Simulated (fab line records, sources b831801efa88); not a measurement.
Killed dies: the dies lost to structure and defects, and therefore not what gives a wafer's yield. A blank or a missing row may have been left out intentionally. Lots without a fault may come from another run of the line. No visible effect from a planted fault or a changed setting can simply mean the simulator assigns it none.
2 desks, one fault | flow sky130 | what lay behind the numbers comes last; until then each desk has only its own

METROLOGY DESK
What the gauges read for every lot (on any tool): the sampled wafers with a number, averaged. Any lot whose mean is over 4 standard deviations away from the usual mean is out of limits and marked OUT; that distance is given in the brackets.
Columns: A = PASSIVATION_CVD_00_THK at SKY_PASSIVATION_THK_MEAS_01, usual 90.0 nm
lot  | first seen here | A
L854 | day 43 12:55    | 90.4
L856 | day 44 21:04    | 91.0
L858 | day 45 00:50    | 90.4
L857 | day 45 02:18    | 89.6
L859 | day 45 03:26    | 89.4
L861 | day 46 03:14    | 89.9
L862 | day 46 04:38    | 90.4
L863 | day 46 07:44    | 90.2
L864 | day 46 10:37    | 89.6
L873 | day 48 19:56    | 87.1
L876 | day 50 02:16    | 88.8
Finding of this desk: none of the 11 lots has anything out of limits.

AT THE TOOL OWNER'S DESK: pecvd-02
The tool's own readings at SKY_PASSIVATION_CVD_00 (deposits SiO2, target thk 90 nm): means of the sampled wafers that have a number, for each lot that ran on this tool. Any lot whose mean is over 4 standard deviations away from the usual mean is out of limits and marked OUT; that distance is given in the brackets.
Columns: A = heaterPowerW at SKY_PASSIVATION_CVD_00, usual 684 W; B = susceptorTempC at SKY_PASSIVATION_CVD_00, usual 400.01 C
lot  | first seen here | A   | B
L857 | day 45 02:17    | 680 | 400.03
L861 | day 46 03:13    | 736 | 399.85
L873 | day 48 19:55    | 639 | 399.95
Finding of this desk: none of the 3 lots has anything out of limits.

ALL TOGETHER
The metrology desk saw nothing out of limits.
The desk of the tool owner found nothing out of limits.

WHAT THE SIMULATOR PUT IN
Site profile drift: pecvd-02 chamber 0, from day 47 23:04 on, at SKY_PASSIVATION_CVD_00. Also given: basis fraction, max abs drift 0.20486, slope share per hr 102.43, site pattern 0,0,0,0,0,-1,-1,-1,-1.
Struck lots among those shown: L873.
